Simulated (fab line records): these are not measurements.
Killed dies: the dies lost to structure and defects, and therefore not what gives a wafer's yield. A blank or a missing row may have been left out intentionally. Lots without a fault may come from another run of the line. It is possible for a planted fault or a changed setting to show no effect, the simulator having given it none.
The tool behind it: which one? :: flow gf180mcu :: 72 wafers from 24 lots sampled at 6 of the route's 602 steps

== WHAT THE GAUGES READ, wafer by wafer ==
GF_V4_THK_MEAS_01. Usual: V4_CVD_00_THK gives 601 nm (standard deviation 7.8).
lot: L074
measured: day 23 11:29
on: film metro-01
V4_CVD_00_THK (nm): 601 603 600
flag: 

lot: L075
measured: day 23 13:16
on: film metro-04
V4_CVD_00_THK (nm): 613 609 602
flag: 

lot: L076
measured: day 23 21:46
on: film metro-04
V4_CVD_00_THK (nm): 613 618 613
flag: 

lot: L077
measured: day 24 17:14
on: film metro-04
V4_CVD_00_THK (nm): 602 606 601
flag: 

lot: L078
measured: day 25 01:43
on: film metro-03
V4_CVD_00_THK (nm): 608 601 616
flag: 

lot: L080
measured: day 25 18:57
on: film metro-03
V4_CVD_00_THK (nm): 601 599 597
flag: 

lot: L079
measured: day 25 21:17
on: film metro-01
V4_CVD_00_THK (nm): 613 606 607
flag: 

lot: L082
measured: day 26 07:02
on: film metro-04
V4_CVD_00_THK (nm): 605 603 611
flag: 

lot: L081
measured: day 26 08:34
on: film metro-01
V4_CVD_00_THK (nm): 603 599 601
flag: 

lot: L083
measured: day 26 14:22
on: film metro-03
V4_CVD_00_THK (nm): 611 617 595
flag: 

lot: L084
measured: day 26 22:44
on: film metro-03
V4_CVD_00_THK (nm): 605 611 606
flag: 

lot: L085
measured: day 27 07:27
on: film metro-03
V4_CVD_00_THK (nm): 598 600 594
flag: 

lot: L086
measured: day 27 08:49
on: film metro-04
V4_CVD_00_THK (nm): 610 607 615
flag: 

lot: L087
measured: day 27 20:28
on: film metro-04
V4_CVD_00_THK (nm): 598 605 594
flag: 

lot: L088
measured: day 27 22:29
on: film metro-03
V4_CVD_00_THK (nm): 606 614 589
flag: 

lot: L089
measured: day 28 07:47
on: film metro-04
V4_CVD_00_THK (nm): 597 586 596
flag: 

lot: L090
measured: day 28 14:50
on: film metro-01
V4_CVD_00_THK (nm): 597 593 592
flag: 

lot: L091
measured: day 28 16:44
on: film metro-04
V4_CVD_00_THK (nm): 599 611 595
flag: 

lot: L092
measured: day 29 00:31
on: film metro-04
V4_CVD_00_THK (nm): 597 597 594
flag: 

lot: L093
measured: day 29 12:02
on: film metro-04
V4_CVD_00_THK (nm): 591 606 602
flag: 

lot: L094
measured: day 29 14:38
on: film metro-01
V4_CVD_00_THK (nm): 598 615 607
flag: 

lot: L095
measured: day 29 21:02
on: film metro-03
V4_CVD_00_THK (nm): 589 580 590
flag: 

lot: L096
measured: day 30 04:40
on: film metro-04
V4_CVD_00_THK (nm): 599 603 607
flag: 

lot: L097
measured: day 30 13:04
on: film metro-04
V4_CVD_00_THK (nm): 595 603 602
flag: 

GF_PASSIVATION_BOW_MEAS_14. Usual: PASSIVATION_BOW gives 135 um (standard deviation 9.4).
lot: L074
measured: day 28 22:37
on: film metro-03
PASSIVATION_BOW (um): 101 117 118
flag: 

lot: L075
measured: day 28 23:35
on: film metro-04
PASSIVATION_BOW (um): 142 133 131
flag: 

lot: L076
measured: day 29 08:26
on: film metro-01
PASSIVATION_BOW (um): 125 132 121
flag: 

lot: L077
measured: day 30 06:46
on: film metro-04
PASSIVATION_BOW (um): 144 142 144
flag: 

lot: L078
measured: day 30 09:01
on: film metro-01
PASSIVATION_BOW (um): 118 131 137
flag: 

lot: L080
measured: day 30 22:04
on: film metro-04
PASSIVATION_BOW (um): 131 135 137
flag: 

lot: L079
measured: day 31 02:20
on: film metro-04
PASSIVATION_BOW (um): 130 137 131
flag: 

lot: L082
measured: day 31 09:10
on: film metro-03
PASSIVATION_BOW (um): 127 122 125
flag: 

lot: L081
measured: day 31 09:20
on: film metro-01
PASSIVATION_BOW (um): 123 126 143
flag: 

lot: L083
measured: day 31 14:34
on: film metro-01
PASSIVATION_BOW (um): 138 136 134
flag: 

lot: L084
measured: day 32 00:47
on: film metro-01
PASSIVATION_BOW (um): 148 141 159
flag: 

lot: L085
measured: day 32 06:14
on: film metro-04
PASSIVATION_BOW (um): 125 124 123
flag: 

lot: L086
measured: day 32 07:21
on: film metro-03
PASSIVATION_BOW (um): 129 140 134
flag: 

lot: L087
measured: day 32 18:49
on: film metro-04
PASSIVATION_BOW (um): 134 139 148
flag: 

lot: L088
measured: day 32 20:29
on: film metro-04
PASSIVATION_BOW (um): 148 147 136
flag: 

lot: L089
measured: day 33 02:58
on: film metro-01
PASSIVATION_BOW (um): 138 142 137
flag: 

lot: L090
measured: day 33 08:37
on: film metro-03
PASSIVATION_BOW (um): 129 137 139
flag: 

lot: L091
measured: day 33 11:22
on: film metro-03
PASSIVATION_BOW (um): 133 157 153
flag: 

lot: L092
measured: day 33 17:07
on: film metro-04
PASSIVATION_BOW (um): 133 136 140
flag: 

lot: L093
measured: day 34 03:26
on: film metro-01
PASSIVATION_BOW (um): 141 142 138
flag: 

lot: L094
measured: day 34 05:50
on: film metro-01
PASSIVATION_BOW (um): 138 142 137
flag: 

lot: L095
measured: day 34 08:04
on: film metro-01
PASSIVATION_BOW (um): 164 152 135
flag: 

lot: L096
measured: day 34 16:04
on: film metro-04
PASSIVATION_BOW (um): 136 137 136
flag: 

lot: L097
measured: day 34 22:28
on: film metro-01
PASSIVATION_BOW (um): 139 141 136
flag: 

== WHAT TOOL EACH LOT RAN ON (gives the tool, then ch and the chambers of the sampled wafers, and finally the start) ==
lot: L074
GF_M4_SPUTTER_01: pvd sputter-03, day 22 11:37
GF_M4_SPUTTER_03: pvd sputter-03, day 22 11:41
GF_V4_CVD_02: pecvd-03 ch 1,2, day 23 11:33
GF_TOP_METAL_METAL_ETCH_16: rie metal-04 ch 0,1, day 28 00:52

lot: L075
GF_M4_SPUTTER_01: pvd sputter-01, day 22 13:38
GF_M4_SPUTTER_03: pvd sputter-01, day 22 13:42
GF_V4_CVD_02: pecvd-01 ch 0,2, day 23 13:20
GF_TOP_METAL_METAL_ETCH_16: rie metal-01 ch 0,1, day 28 01:53

lot: L076
GF_M4_SPUTTER_01: pvd sputter-04, day 22 22:22
GF_M4_SPUTTER_03: pvd sputter-04, day 22 22:26
GF_V4_CVD_02: pecvd-04 ch 0,1,2, day 23 21:49
GF_TOP_METAL_METAL_ETCH_16: rie metal-02 ch 0,1, day 28 10:52

lot: L077
GF_M4_SPUTTER_01: pvd sputter-04, day 23 17:57
GF_M4_SPUTTER_03: pvd sputter-04, day 23 18:01
GF_V4_CVD_02: pecvd-01 ch 0,1,2, day 24 17:18
GF_TOP_METAL_METAL_ETCH_16: rie metal-04 ch 0,1, day 29 09:22

lot: L078
GF_M4_SPUTTER_01: pvd sputter-04, day 24 03:17
GF_M4_SPUTTER_03: pvd sputter-04, day 24 03:22
GF_V4_CVD_02: pecvd-03 ch 1,2, day 25 01:47
GF_TOP_METAL_METAL_ETCH_16: rie metal-04 ch 0,1, day 29 11:37

lot: L080
GF_M4_SPUTTER_01: pvd sputter-01, day 24 20:55
GF_M4_SPUTTER_03: pvd sputter-01, day 24 20:59
GF_V4_CVD_02: pecvd-03 ch 0,1, day 25 19:01
GF_TOP_METAL_METAL_ETCH_16: rie metal-01 ch 0,1, day 30 01:01

lot: L079
GF_M4_SPUTTER_01: pvd sputter-01, day 24 23:17
GF_M4_SPUTTER_03: pvd sputter-01, day 24 23:21
GF_V4_CVD_02: pecvd-01 ch 1,2, day 25 21:20
GF_TOP_METAL_METAL_ETCH_16: rie metal-01 ch 1, day 30 05:01

lot: L082
GF_M4_SPUTTER_01: pvd sputter-03, day 25 09:05
GF_M4_SPUTTER_03: pvd sputter-03, day 25 09:08
GF_V4_CVD_02: pecvd-03 ch 0,1,2, day 26 07:07
GF_TOP_METAL_METAL_ETCH_16: rie metal-02 ch 0,1, day 30 12:13

lot: L081
GF_M4_SPUTTER_01: pvd sputter-01, day 25 10:40
GF_M4_SPUTTER_03: pvd sputter-01, day 25 10:43
GF_V4_CVD_02: pecvd-04 ch 0,1,2, day 26 08:37
GF_TOP_METAL_METAL_ETCH_16: rie metal-04 ch 0,1, day 30 12:37

lot: L083
GF_M4_SPUTTER_01: pvd sputter-03, day 25 17:57
GF_M4_SPUTTER_03: pvd sputter-03, day 25 18:01
GF_V4_CVD_02: pecvd-01 ch 0,2, day 26 14:26
GF_TOP_METAL_METAL_ETCH_16: rie metal-04 ch 0,1, day 30 17:55

lot: L084
GF_M4_SPUTTER_01: pvd sputter-01, day 26 03:54
GF_M4_SPUTTER_03: pvd sputter-01, day 26 03:58
GF_V4_CVD_02: pecvd-03 ch 0,1,2, day 26 22:47
GF_TOP_METAL_METAL_ETCH_16: rie metal-01 ch 0,1, day 31 04:22

lot: L085
GF_M4_SPUTTER_01: pvd sputter-01, day 26 11:15
GF_M4_SPUTTER_03: pvd sputter-01, day 26 11:19
GF_V4_CVD_02: pecvd-03 ch 1,2, day 27 07:30
GF_TOP_METAL_METAL_ETCH_16: rie metal-04 ch 0,1, day 31 10:25

lot: L086
GF_M4_SPUTTER_01: pvd sputter-01, day 26 12:13
GF_M4_SPUTTER_03: pvd sputter-01, day 26 12:17
GF_V4_CVD_02: pecvd-01 ch 0,2, day 27 08:51
GF_TOP_METAL_METAL_ETCH_16: rie metal-02 ch 0,1, day 31 11:34

lot: L087
GF_M4_SPUTTER_01: pvd sputter-03, day 26 23:37
GF_M4_SPUTTER_03: pvd sputter-03, day 26 23:41
GF_V4_CVD_02: pecvd-04 ch 0,2, day 27 20:31
GF_TOP_METAL_METAL_ETCH_16: rie metal-01 ch 0,1, day 31 23:32

lot: L088
GF_M4_SPUTTER_01: pvd sputter-01, day 27 00:49
GF_M4_SPUTTER_03: pvd sputter-01, day 27 00:53
GF_V4_CVD_02: pecvd-04 ch 0,2, day 27 22:32
GF_TOP_METAL_METAL_ETCH_16: rie metal-01 ch 0,1, day 32 01:02

lot: L089
GF_M4_SPUTTER_01: pvd sputter-01, day 27 11:12
GF_M4_SPUTTER_03: pvd sputter-01, day 27 11:16
GF_V4_CVD_02: pecvd-04 ch 0,1, day 28 07:50
GF_TOP_METAL_METAL_ETCH_16: rie metal-01 ch 0,1, day 32 08:49

lot: L090
GF_M4_SPUTTER_01: pvd sputter-03, day 27 18:12
GF_M4_SPUTTER_03: pvd sputter-03, day 27 18:16
GF_V4_CVD_02: pecvd-01 ch 0,2, day 28 14:54
GF_TOP_METAL_METAL_ETCH_16: rie metal-04 ch 0,1, day 32 14:07

lot: L091
GF_M4_SPUTTER_01: pvd sputter-01, day 27 20:01
GF_M4_SPUTTER_03: pvd sputter-01, day 27 20:05
GF_V4_CVD_02: pecvd-03 ch 0,1,2, day 28 16:48
GF_TOP_METAL_METAL_ETCH_16: rie metal-01 ch 0,1, day 32 16:46

lot: L092
GF_M4_SPUTTER_01: pvd sputter-03, day 28 04:33
GF_M4_SPUTTER_03: pvd sputter-03, day 28 04:37
GF_V4_CVD_02: pecvd-01 ch 1,2, day 29 00:34
GF_TOP_METAL_METAL_ETCH_16: rie metal-01 ch 0,1, day 32 22:29

lot: L093
GF_M4_SPUTTER_01: pvd sputter-03, day 28 15:19
GF_M4_SPUTTER_03: pvd sputter-03, day 28 15:23
GF_V4_CVD_02: pecvd-04 ch 0,1, day 29 12:05
GF_TOP_METAL_METAL_ETCH_16: rie metal-01 ch 0,1, day 33 09:19

lot: L094
GF_M4_SPUTTER_01: pvd sputter-03, day 28 19:21
GF_M4_SPUTTER_03: pvd sputter-03, day 28 19:25
GF_V4_CVD_02: pecvd-03 ch 0,1,2, day 29 14:41
GF_TOP_METAL_METAL_ETCH_16: rie metal-04 ch 0,1, day 33 11:37

lot: L095
GF_M4_SPUTTER_01: pvd sputter-01, day 29 01:29
GF_M4_SPUTTER_03: pvd sputter-01, day 29 01:32
GF_V4_CVD_02: pecvd-04 ch 1,2, day 29 21:06
GF_TOP_METAL_METAL_ETCH_16: rie metal-04 ch 1, day 33 14:29

lot: L096
GF_M4_SPUTTER_01: pvd sputter-04, day 29 09:21
GF_M4_SPUTTER_03: pvd sputter-04, day 29 09:25
GF_V4_CVD_02: pecvd-03 ch 0,1,2, day 30 04:43
GF_TOP_METAL_METAL_ETCH_16: rie metal-04 ch 0, day 33 22:40

lot: L097
GF_M4_SPUTTER_01: pvd sputter-03, day 29 17:49
GF_M4_SPUTTER_03: pvd sputter-03, day 29 17:53
GF_V4_CVD_02: pecvd-03 ch 0,1, day 30 13:07
GF_TOP_METAL_METAL_ETCH_16: rie metal-01 ch 0,1, day 34 05:07
- GF_M4_SPUTTER_01: material TiN, target thk 30 nm, time 25 s.
- GF_M4_SPUTTER_03: material Ti, target thk 10 nm, time 6.7 s.
- GF_V4_CVD_02: deposits SiO2 from TEOS, target thk 850 nm, time 94.851 s.
- GF_TOP_METAL_METAL_ETCH_16: etches the open film in Cl2/BCl3, stops on SiO2, target depth 1077.5 nm, time 179.6 s.

== AS READ BY THE TOOLS THEMSELVES (means over the sampled wafers that have a number; for cases with no such wafer, the mark the record gives instead) ==
GF_M4_SPUTTER_01. Usual: 29.5 % for throttle valve pct, sd 1.
lot: L074
tool: pvd sputter-03
throttle valve pct (%): 29.7
flag: 

lot: L075
tool: pvd sputter-01
throttle valve pct (%): 28.4
flag: 

lot: L076
tool: pvd sputter-04
throttle valve pct (%): 31.5
flag: 

lot: L077
tool: pvd sputter-04
throttle valve pct (%): 30.6
flag: 

lot: L078
tool: pvd sputter-04
throttle valve pct (%): 29.7
flag: 

lot: L080
tool: pvd sputter-01
throttle valve pct (%): 28.9
flag: 

lot: L079
tool: pvd sputter-01
throttle valve pct (%): 29.0
flag: 

lot: L082
tool: pvd sputter-03
throttle valve pct (%): 30.0
flag: 

lot: L081
tool: pvd sputter-01
throttle valve pct (%): 28.9
flag: 

lot: L083
tool: pvd sputter-03
throttle valve pct (%): 30.3
flag: 

lot: L084
tool: pvd sputter-01
throttle valve pct (%): 29.4
flag: 

lot: L085
tool: pvd sputter-01
throttle valve pct (%): 28.9
flag: 

lot: L086
tool: pvd sputter-01
throttle valve pct (%): 29.2
flag: 

lot: L087
tool: pvd sputter-03
throttle valve pct (%): 30.1
flag: 

lot: L088
tool: pvd sputter-01
throttle valve pct (%): 29.4
flag: 

lot: L089
tool: pvd sputter-01
throttle valve pct (%): 28.8
flag: 

lot: L090
tool: pvd sputter-03
throttle valve pct (%): 29.9
flag: 

lot: L091
tool: pvd sputter-01
throttle valve pct (%): 29.2
flag: 

lot: L092
tool: pvd sputter-03
throttle valve pct (%): 30.0
flag: 

lot: L093
tool: pvd sputter-03
throttle valve pct (%): 30.6
flag: 

lot: L094
tool: pvd sputter-03
throttle valve pct (%): 30.0
flag: 

lot: L095
tool: pvd sputter-01
throttle valve pct (%): 29.0
flag: 

lot: L096
tool: pvd sputter-04
throttle valve pct (%): 29.2
flag: 

lot: L097
tool: pvd sputter-03
throttle valve pct (%): 29.8
flag: 

GF_M4_SPUTTER_03. Usual: 29.5 % for throttle valve pct, sd 1.
lot: L074
tool: pvd sputter-03
throttle valve pct (%): 29.6
flag: 

lot: L075
tool: pvd sputter-01
throttle valve pct (%): 28.4
flag: 

lot: L076
tool: pvd sputter-04
throttle valve pct (%): 31.3
flag: 

lot: L077
tool: pvd sputter-04
throttle valve pct (%): 30.4
flag: 

lot: L078
tool: pvd sputter-04
throttle valve pct (%): 29.3
flag: 

lot: L080
tool: pvd sputter-01
throttle valve pct (%): 29.0
flag: 

lot: L079
tool: pvd sputter-01
throttle valve pct (%): 28.9
flag: 

lot: L082
tool: pvd sputter-03
throttle valve pct (%): 30.1
flag: 

lot: L081
tool: pvd sputter-01
throttle valve pct (%): 29.1
flag: 

lot: L083
tool: pvd sputter-03
throttle valve pct (%): 30.4
flag: 

lot: L084
tool: pvd sputter-01
throttle valve pct (%): 29.3
flag: 

lot: L085
tool: pvd sputter-01
throttle valve pct (%): 28.7
flag: 

lot: L086
tool: pvd sputter-01
throttle valve pct (%): 29.0
flag: 

lot: L087
tool: pvd sputter-03
throttle valve pct (%): 29.9
flag: 

lot: L088
tool: pvd sputter-01
throttle valve pct (%): 29.3
flag: 

lot: L089
tool: pvd sputter-01
throttle valve pct (%): 28.8
flag: 

lot: L090
tool: pvd sputter-03
throttle valve pct (%): 29.9
flag: 

lot: L091
tool: pvd sputter-01
throttle valve pct (%): 29.3
flag: 

lot: L092
tool: pvd sputter-03
throttle valve pct (%): 30.0
flag: 

lot: L093
tool: pvd sputter-03
throttle valve pct (%): 30.6
flag: 

lot: L094
tool: pvd sputter-03
throttle valve pct (%): 29.9
flag: 

lot: L095
tool: pvd sputter-01
throttle valve pct (%): 29.0
flag: 

lot: L096
tool: pvd sputter-04
throttle valve pct (%): 29.1
flag: 

lot: L097
tool: pvd sputter-03
throttle valve pct (%): 29.9
flag: 

GF_V4_CVD_02. Usual: heater power outer w 401 W, standard deviation 80; heater power w 699 W, standard deviation 110.
lot: L074
tool: pecvd-03
heater power outer w (W): 416
heater power w (W): 712
flag: 

lot: L075
tool: pecvd-01
heater power outer w (W): 455
heater power w (W): 783
flag: 

lot: L076
tool: pecvd-04
heater power outer w (W): 447
heater power w (W): 752
flag: 

lot: L077
tool: pecvd-01
heater power outer w (W): 386
heater power w (W): 708
flag: 

lot: L078
tool: pecvd-03
heater power outer w (W): 350
heater power w (W): 638
flag: 

lot: L080
tool: pecvd-03
heater power outer w (W): 343
heater power w (W): 623
flag: 

lot: L079
tool: pecvd-01
heater power outer w (W): 391
heater power w (W): 677
flag: 

lot: L082
tool: pecvd-03
heater power outer w (W): 316
heater power w (W): 584
flag: 

lot: L081
tool: pecvd-04
heater power outer w (W): 426
heater power w (W): 721
flag: 

lot: L083
tool: pecvd-01
heater power outer w (W): 483
heater power w (W): 834
flag: 

lot: L084
tool: pecvd-03
heater power outer w (W): 385
heater power w (W): 682
flag: 

lot: L085
tool: pecvd-03
heater power outer w (W): 428
heater power w (W): 734
flag: 

lot: L086
tool: pecvd-01
heater power outer w (W): 461
heater power w (W): 790
flag: 

lot: L087
tool: pecvd-04
heater power outer w (W): 451
heater power w (W): 760
flag: 

lot: L088
tool: pecvd-04
heater power outer w (W): 405
heater power w (W): 699
flag: 

lot: L089
tool: pecvd-04
heater power outer w (W): 433
heater power w (W): 715
flag: 

lot: L090
tool: pecvd-01
heater power outer w (W): 492
heater power w (W): 830
flag: 

lot: L091
tool: pecvd-03
heater power outer w (W): 391
heater power w (W): 688
flag: 

lot: L092
tool: pecvd-01
heater power outer w (W): 347
heater power w (W): 623
flag: 

lot: L093
tool: pecvd-04
heater power outer w (W): 432
heater power w (W): 702
flag: 

lot: L094
tool: pecvd-03
heater power outer w (W): 344
heater power w (W): 619
flag: 

lot: L095
tool: pecvd-04
heater power outer w (W): 365
heater power w (W): 629
flag: 

lot: L096
tool: pecvd-03
heater power outer w (W): 359
heater power w (W): 640
flag: 

lot: L097
tool: pecvd-03
heater power outer w (W): 338
heater power w (W): 623
flag: 

GF_TOP_METAL_METAL_ETCH_16. Usual: drypump motor current A 5.6 A, standard deviation 0.36; mfc cl2 sccm 80.06 sccm, standard deviation 0.2; oes product au 0.965 a.u., standard deviation 0.0073; throttle valve pct 28.258 %, standard deviation 0.011.
lot: L074
tool: rie metal-04
drypump motor current A (A): 5.9
mfc cl2 sccm (sccm): 80.15
oes product au (a.u.): 0.965
throttle valve pct (%): 28.252
flag: 

lot: L075
tool: rie metal-01
drypump motor current A (A): 5.4
mfc cl2 sccm (sccm): 79.95
oes product au (a.u.): 0.963
throttle valve pct (%): 28.251
flag: 

lot: L076
tool: rie metal-02
drypump motor current A (A): 5.6
mfc cl2 sccm (sccm): 80.04
oes product au (a.u.): 0.968
throttle valve pct (%): 28.262
flag: 

lot: L077
tool: rie metal-04
drypump motor current A (A): 5.7
mfc cl2 sccm (sccm): 80.12
oes product au (a.u.): 0.966
throttle valve pct (%): 28.261
flag: 

lot: L078
tool: rie metal-04
drypump motor current A (A): 5.7
mfc cl2 sccm (sccm): 80.17
oes product au (a.u.): 0.960
throttle valve pct (%): 28.259
flag: 

lot: L080
tool: rie metal-01
drypump motor current A (A): 5.4
mfc cl2 sccm (sccm): 79.87
oes product au (a.u.): 0.968
throttle valve pct (%): 28.258
flag: 

lot: L079
tool: rie metal-01
drypump motor current A (A): 5.3
mfc cl2 sccm (sccm): 79.85
oes product au (a.u.): 0.967
throttle valve pct (%): 28.258
flag: 

lot: L082
tool: rie metal-02
drypump motor current A (A): 5.9
mfc cl2 sccm (sccm): 80.07
oes product au (a.u.): 0.957
throttle valve pct (%): 28.259
flag: 

lot: L081
tool: rie metal-04
drypump motor current A (A): 5.7
mfc cl2 sccm (sccm): 80.28
oes product au (a.u.): 0.958
throttle valve pct (%): 28.258
flag: 

lot: L083
tool: rie metal-04
drypump motor current A (A): 5.7
mfc cl2 sccm (sccm): 80.00
oes product au (a.u.): 0.959
throttle valve pct (%): 28.252
flag: 

lot: L084
tool: rie metal-01
drypump motor current A (A): 5.3
mfc cl2 sccm (sccm): 79.91
oes product au (a.u.): 0.964
throttle valve pct (%): 28.269
flag: 

lot: L085
tool: rie metal-04
drypump motor current A (A): 5.9
mfc cl2 sccm (sccm): 80.23
oes product au (a.u.): 0.968
throttle valve pct (%): 28.255
flag: 

lot: L086
tool: rie metal-02
drypump motor current A (A): 5.9
mfc cl2 sccm (sccm): 80.11
oes product au (a.u.): 0.969
throttle valve pct (%): 28.255
flag: 

lot: L087
tool: rie metal-01
drypump motor current A (A): 5.3
mfc cl2 sccm (sccm): 80.03
oes product au (a.u.): 0.973
throttle valve pct (%): 28.255
flag: 

lot: L088
tool: rie metal-01
drypump motor current A (A): 5.3
mfc cl2 sccm (sccm): 80.33
oes product au (a.u.): 0.962
throttle valve pct (%): 28.257
flag: 

lot: L089
tool: rie metal-01
drypump motor current A (A): 5.3
mfc cl2 sccm (sccm): 80.09
oes product au (a.u.): 0.963
throttle valve pct (%): 28.265
flag: 

lot: L090
tool: rie metal-04
drypump motor current A (A): 5.7
mfc cl2 sccm (sccm): 80.12
oes product au (a.u.): 0.969
throttle valve pct (%): 28.255
flag: 

lot: L091
tool: rie metal-01
drypump motor current A (A): 5.4
mfc cl2 sccm (sccm): 80.12
oes product au (a.u.): 0.955
throttle valve pct (%): 28.260
flag: 

lot: L092
tool: rie metal-01
drypump motor current A (A): 5.3
mfc cl2 sccm (sccm): 79.83
oes product au (a.u.): 0.954
throttle valve pct (%): 28.271
flag: 

lot: L093
tool: rie metal-01
drypump motor current A (A): 5.4
mfc cl2 sccm (sccm): 80.14
oes product au (a.u.): 0.961
throttle valve pct (%): 28.258
flag: 

lot: L094
tool: rie metal-04
drypump motor current A (A): 5.7
mfc cl2 sccm (sccm): 80.07
oes product au (a.u.): 0.957
throttle valve pct (%): 28.264
flag: 

lot: L095
tool: rie metal-04
drypump motor current A (A): 6.2
mfc cl2 sccm (sccm): 80.10
oes product au (a.u.): 0.959
throttle valve pct (%): 28.253
flag: 

lot: L096
tool: rie metal-04
drypump motor current A (A): 5.5
mfc cl2 sccm (sccm): 79.93
oes product au (a.u.): 0.969
throttle valve pct (%): 28.256
flag: 

lot: L097
tool: rie metal-01
drypump motor current A (A): 5.4
mfc cl2 sccm (sccm): 80.01
oes product au (a.u.): 0.962
throttle valve pct (%): 28.257
flag: 

== THE ANSWER, worked out from the rows above alone ==
Rule: a lot is off if the mean of its wafers that have a number lies more than 3 standard deviations from the usual mean. A lot without any number at a reading at which 4 lots or more have one is off too. All remaining lots with rows at the step are treated as sound. First the gauges in route order, then the tools' own readings, where a lot's mean is used as printed above. The first step at which some lot is off is used, and at that step the reading that is off furthest; a lot without a number counts as furthest.
No lot is off on any of the readings shown, so nothing can be concluded from this.

== WHAT HAD BEEN PUT IN BY THE SIMULATOR ==
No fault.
